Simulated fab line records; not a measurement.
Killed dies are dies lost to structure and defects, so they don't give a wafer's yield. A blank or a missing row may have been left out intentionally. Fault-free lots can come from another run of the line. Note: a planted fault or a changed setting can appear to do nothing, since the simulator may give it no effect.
Which tool was responsible?    flow sky130    Sampling: 11 lots, 32 wafers, 5 of 708 route steps

== WHAT THE GAUGES READ, wafer by wafer ==
SKY_VIA2_BOW_MEAS_03.
lot   measured      on             VIA2_BOW (um)
L230  day 36 03:09  film metro-01  74 89 83
L231  day 36 04:25  film metro-01  88 92 81
L233  day 36 21:18  film metro-02  90 92
L240  day 39 03:53  film metro-04  91 93 93
L242  day 39 11:50  film metro-02  93 88 94
L245  day 40 09:46  film metro-02  87 83 94
L247  day 41 04:22  film metro-01  84 94 87
L248  day 41 07:40  film metro-02  81 80 83
L249  day 41 11:11  film metro-04  85 82 80
L250  day 41 19:23  film metro-01  91 89 95
L251  day 42 00:03  film metro-02  84 97 88

SKY_VIA2_RS_MEAS_22: a four-point-probe measurement.
lot   measured      on             VIA2_W_RS (ohm/sq)
L230  day 37 05:59  film metro-04  0.267 0.197 0.273
L231  day 37 07:20  film metro-04  0.197 0.270 0.274
L233  day 38 00:22  film metro-02  0.193 0.267
L240  day 40 06:05  film metro-04  0.272 0.275 0.272
L242  day 40 13:31  film metro-02  0.271 0.273 0.272
L245  day 41 10:47  film metro-02  0.279 0.274 0.274
L247  day 42 05:41  film metro-02  0.276 0.274 0.274
L248  day 42 08:40  film metro-04  0.270 0.263 0.267
L249  day 42 12:20  film metro-04  0.270 0.278 0.273
L250  day 42 19:49  film metro-04  0.268 0.274 0.269
L251  day 43 00:29  film metro-04  0.274 0.274 0.275

SKY_VIA2_THK_MEAS_23: measures by xrf.
lot   measured      on             VIA2_W_THK (nm)
L230  day 37 06:05  film metro-04  427 568 417
L231  day 37 07:27  film metro-04  567 423 416
L233  day 38 00:28  film metro-02  567 415
L240  day 40 06:11  film metro-04  419 414 419
L242  day 40 13:38  film metro-02  409 407 407
L245  day 41 10:55  film metro-02  396 405 404
L247  day 42 05:49  film metro-02  402 405 404
L248  day 42 08:47  film metro-04  418 428 421
L249  day 42 12:27  film metro-04  419 405 411
L250  day 42 19:55  film metro-04  417 413 420
L251  day 43 00:37  film metro-04  412 411 410

== WHAT TOOL EACH LOT RAN ON (gives the tool, then ch and the chambers of the sampled wafers, and finally the start) ==
lot   SKY_METAL2_METAL_ETCH_19           SKY_VIA2_CVD_21
L230  rie metal-03 ch 0,1, day 36 01:57  cvd w-01 ch 0,1, day 37 05:51
L231  rie metal-01 ch 0,1, day 36 03:14  cvd w-01 ch 0,1, day 37 07:12
L233  rie metal-03 ch 1, day 36 20:04    cvd w-01 ch 0, day 38 00:13
L240  rie metal-01 ch 0,1, day 39 02:16  cvd w-02 ch 0,1, day 40 05:56
L242  rie metal-04 ch 0,1, day 39 10:38  cvd w-02 ch 0,1, day 40 13:23
L245  rie metal-04 ch 0,1, day 40 08:35  cvd w-01 ch 0,1, day 41 10:40
L247  rie metal-03 ch 0, day 41 03:01    cvd w-02 ch 0,1, day 42 05:34
L248  rie metal-04 ch 0,1, day 41 06:23  cvd w-01 ch 0,1, day 42 08:32
L249  rie metal-01 ch 0,1, day 41 09:31  cvd w-02 ch 0,1, day 42 12:12
L250  rie metal-04 ch 0,1, day 41 18:12  cvd w-01 ch 0,1, day 42 19:41
L251  rie metal-03 ch 0,1, day 41 22:52  cvd w-02 ch 0,1, day 43 00:21
- SKY_METAL2_METAL_ETCH_19: etches the open film in Cl2/BCl3, stops on SiO2, target depth 360 nm, time 78 s.
- SKY_VIA2_CVD_21: deposits W, target thk 420 nm, time 126.4 s.

== WHAT THE TOOLS THEMSELVES READ (means of the sampled wafers that have a number; where no wafer has one, the mark that the record gives instead) ==
SKY_METAL2_METAL_ETCH_19.
lot   tool          drypump motor current A (A)  oes product au (a.u.)  throttle valve pct (%)
L230  rie metal-03  5.7                          0.860                  22.254
L231  rie metal-01  6.2                          0.859                  22.266
L233  rie metal-03  6.0                          0.859                  22.266
L240  rie metal-01  6.2                          0.856                  22.267
L242  rie metal-04  6.1                          0.858                  22.260
L245  rie metal-04  5.7                          0.856                  22.253
L247  rie metal-03  5.2                          0.861                  22.258
L248  rie metal-04  5.7                          0.858                  22.251
L249  rie metal-01  6.2                          0.857                  22.261
L250  rie metal-04  5.7                          0.862                  22.267
L251  rie metal-03  5.7                          0.858                  22.261

SKY_VIA2_CVD_21.
lot   tool      heater power w (W)
L230  cvd w-01  858
L231  cvd w-01  864
L233  cvd w-01  808
L240  cvd w-02  912
L242  cvd w-02  829
L245  cvd w-01  803
L247  cvd w-02  848
L248  cvd w-01  805
L249  cvd w-02  901
L250  cvd w-01  798
L251  cvd w-02  895

== THE ANSWER, worked out from the rows above alone ==
Rule: usual is defined by the lots themselves. The widest of any qualifying gaps counts: lots, ordered by their means at a reading, are off when they make up no more than a third of the lots, leave a main group of 4 or more, and stand apart from it by 3 or more times the standard deviation of that group's means. If all means in a main group match to the digits the tables above print for the reading, that group is not used. Also off: a lot with no number at a reading for which 4 or more lots have one. All remaining lots with rows at the step are treated as sound. After the gauges, taken in route order, come the tools' own readings; for these a lot's mean is taken, as printed above. At the first step where some lot is off, the reading lying furthest off is the one used; lots without a number count as furthest.
Off: at SKY_VIA2_RS_MEAS_22 (VIA2_W_RS), L230, L231, L233. Mean 0.273 ohm/sq and standard deviation 0.0027 in the main group.
If a tool, at a process step before that reading, ran all the lots that are off and no sound lot after the first of them, it fits. Gauges at SKY_VIA2_RS_MEAS_22: tried the same way as those tools. None of those tried fits.

== WHAT WAS PUT IN BY THE SIMULATOR ==
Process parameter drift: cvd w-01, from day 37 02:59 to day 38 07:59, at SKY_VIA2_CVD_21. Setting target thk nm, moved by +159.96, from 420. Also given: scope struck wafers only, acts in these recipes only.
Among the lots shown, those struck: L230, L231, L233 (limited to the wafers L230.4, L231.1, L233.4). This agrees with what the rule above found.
